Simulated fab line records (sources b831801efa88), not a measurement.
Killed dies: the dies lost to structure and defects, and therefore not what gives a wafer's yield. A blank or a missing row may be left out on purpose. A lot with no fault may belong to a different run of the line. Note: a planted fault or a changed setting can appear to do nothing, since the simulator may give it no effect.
Chamber matching -- flow gf180mcu -- 4 sister chambers for GF_V5_CMP_04 on cmp-01
The step polishes SiO2. 16 wafers are shown with their chamber, then 8 later ones without.

WAFERS PAIRED WITH THEIR CHAMBERS
wafer,chamber,motor-current-A (A)
L959.2,2,10.6
L959.4,0,11.5
L959.5,1,13.7
L961.4,3,11.1
L961.5,1,14.0
L961.6,0,11.8
L960.3,2,10.4
L960.4,0,12.1
L960.6,3,11.9
L963.2,0,11.8
L963.4,2,10.6
L963.6,2,10.7
L964.1,0,11.7
L964.3,2,10.3
L964.5,2,10.3
L967.1,2,10.3

SIGNATURES (averages over the wafers above)
reading,chamber 0,chamber 1,chamber 2,chamber 3,scatter within a chamber
motor-current-A,11.780,13.850,10.457,11.500,0.247
Rule: a wafer's distance from a chamber is the root of the sum, over the readings, of the square of ((its reading less the chamber's mean) divided by the reading's scatter). The wafer belongs to the nearest chamber; if the next one is less than 2 further off, it can't be placed. How the scatter is found: for the shown wafers, subtract from each reading the mean of its chamber, square and add these, divide the total by (wafers less chambers), then take the root.

WAFERS MISSING THEIR CHAMBER
wafer,motor-current-A (A)
L967.5,11.9
L967.6,10.4
L968.1,11.4
L968.2,13.5
L968.5,13.8
L976.1,11.0
L976.3,13.6
L976.4,11.5

EACH ONE'S CHAMBER
wafer,from the rows above,in truth
L967.5,can't be placed: 0 or 3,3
L967.6,2,2
L968.1,can't be placed: 3 or 0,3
L968.2,1,1
L968.5,1,1
L976.1,can't be placed: 3 or 2 or 0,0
L976.3,1,1
L976.4,can't be placed: 3 or 0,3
Correctly placed: 4 of 8. Can't be placed from these rows: 4 (the true chamber is among the candidates in 4). Placed wrongly: 0.
